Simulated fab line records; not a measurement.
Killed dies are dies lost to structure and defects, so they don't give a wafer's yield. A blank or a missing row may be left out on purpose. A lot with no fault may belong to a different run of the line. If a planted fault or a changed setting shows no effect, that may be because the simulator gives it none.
The tool behind it: which one? -- flow gf180mcu -- Sampling: 13 lots, 39 wafers, 3 of 602 route steps

## WHAT EACH GAUGE READ, for each wafer
GF_VT_IMPLANT_TW_MEAS_21.
lot,measured,on,VT_IMPLANT_2_TW
L467,day 6 03:01,film metro-01,1234 1233 1235
L468,day 6 13:39,film metro-04,1249 1243 1246
L470,day 6 22:11,film metro-04,1247 1238 1238
L472,day 7 11:03,film metro-01,1229 1227 1224
L473,day 7 18:47,film metro-02,1226 1233 1234
L475,day 8 05:37,film metro-04,1252 1246 1241
L477,day 8 21:29,film metro-01,1232 1228 1230
L480,day 9 14:53,film metro-04,1246 1253 1257
L483,day 10 14:16,film metro-01,1099 1091 1173 1092 1090 1168
L484,day 10 20:52,film metro-01,1180 1179 1149 1183 1184 1155
L485,day 11 00:56,film metro-01,1218 1207 1137 1212 1207 1139
L486,day 11 06:15,film metro-02,1114 1208 1184 1112 1219 1180
L488,day 11 20:06,film metro-01,1233 1229 1234

GF_POLY_GATE_CD_MEAS_10: the cd target is 280 nm.
lot,measured,on,cd nm (nm)
L467,day 9 00:29,cd sem-02,278.9 279.4 279.5
L468,day 9 11:46,cd sem-02,280.0 281.2 280.6
L470,day 9 22:36,cd sem-01,278.7 279.0 278.4
L472,day 10 14:40,cd sem-02,280.3 280.8 280.3
L473,day 10 21:13,cd sem-01,280.0 280.0 279.0
L475,day 11 10:49,cd sem-01,278.5 278.3 279.8
L477,day 12 04:19,cd sem-01,280.7 279.9 279.1
L480,day 12 22:22,cd sem-02,283.2 282.4 282.7
L483,day 14 03:29,cd sem-01,281.0 280.0 281.5
L484,day 14 14:38,cd sem-02,281.1 280.4 281.0
L485,day 14 23:22,cd sem-01,279.8 280.2 279.4
L486,day 14 22:55,cd sem-01,280.3 281.1 281.3
L488,day 15 14:34,cd sem-01,280.4 280.1 279.7

## EACH LOT AND THE TOOL THAT RAN IT (in order: tool; ch and the chambers of the sampled wafers; start)
lot,GF_VT_IMPLANT_IMPLANT_19
L467,"implanter-04 ch 0, day 6 02:47"
L468,"implanter-02 ch 0, day 6 13:25"
L470,"implanter-02 ch 0, day 6 21:56"
L472,"implanter-04 ch 0, day 7 10:50"
L473,"implanter-02 ch 0, day 7 18:34"
L475,"implanter-02 ch 0, day 8 05:22"
L477,"implanter-04 ch 0, day 8 21:14"
L480,"implanter-03 ch 0, day 9 14:38"
L483,"implanter-02 ch 0, day 10 14:02"
L484,"implanter-02 ch 0, day 10 20:38"
L485,"implanter-02 ch 0, day 11 00:43"
L486,"implanter-02 ch 0, day 11 06:02"
L488,"implanter-03 ch 0, day 11 19:51"
- GF_VT_IMPLANT_IMPLANT_19

## WHAT THE TOOLS THEMSELVES READ (means of the sampled wafers that have a number; where no wafer has one, the mark that the record gives instead)
GF_VT_IMPLANT_IMPLANT_19.
lot,tool,faraday current uA
L467,implanter-04,25.9
L468,implanter-02,25.9
L470,implanter-02,25.7
L472,implanter-04,25.7
L473,implanter-02,26.0
L475,implanter-02,26.5
L477,implanter-04,26.0
L480,implanter-03,25.9
L483,implanter-02,25.7
L484,implanter-02,25.7
L485,implanter-02,26.0
L486,implanter-02,25.8
L488,implanter-03,25.9

## THE ANSWER, worked out from the rows above alone
Rule: the lots themselves supply what counts as usual. Put in order of their means at a reading, lots are off if they are a third of the lots or fewer, leave a main group of 4 or more, and stand apart from it by a gap of 3 or more times the standard deviation of the main group's means; of several such gaps the widest counts. If all means in a main group match to the digits the tables above print for the reading, that group is not used. A lot without any number at a reading at which 4 lots or more have one is off too. The other lots that the step has rows for count as sound. After the gauges, taken in route order, come the tools' own readings; for these a lot's mean is taken, as printed above. At the first step where some lot is off, the reading lying furthest off is the one used; lots without a number count as furthest.
Off: at GF_VT_IMPLANT_TW_MEAS_21 (VT_IMPLANT_2_TW), L483, L484, L485, L486. Main group: mean 1238, sd 8.4.
A tool fits if, at a process step before that reading, it ran every lot that is off, and no sound lot after the first of them. Gauges at GF_VT_IMPLANT_TW_MEAS_21: tried the same way as those tools. One candidate fits, namely implanter-02 at GF_VT_IMPLANT_IMPLANT_19. Its last sound lot is L475 (day 8 05:22), its first lot that is off L483 (day 10 14:02): a fault that began between those two fits.

## WHAT THE SIMULATOR HAD INSERTED
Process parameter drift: implanter-02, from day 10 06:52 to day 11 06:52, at GF_VT_IMPLANT_IMPLANT_19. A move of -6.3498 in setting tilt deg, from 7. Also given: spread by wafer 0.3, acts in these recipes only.
Struck lots among those shown: L483, L484, L485, L486. The rule above reached the same finding.
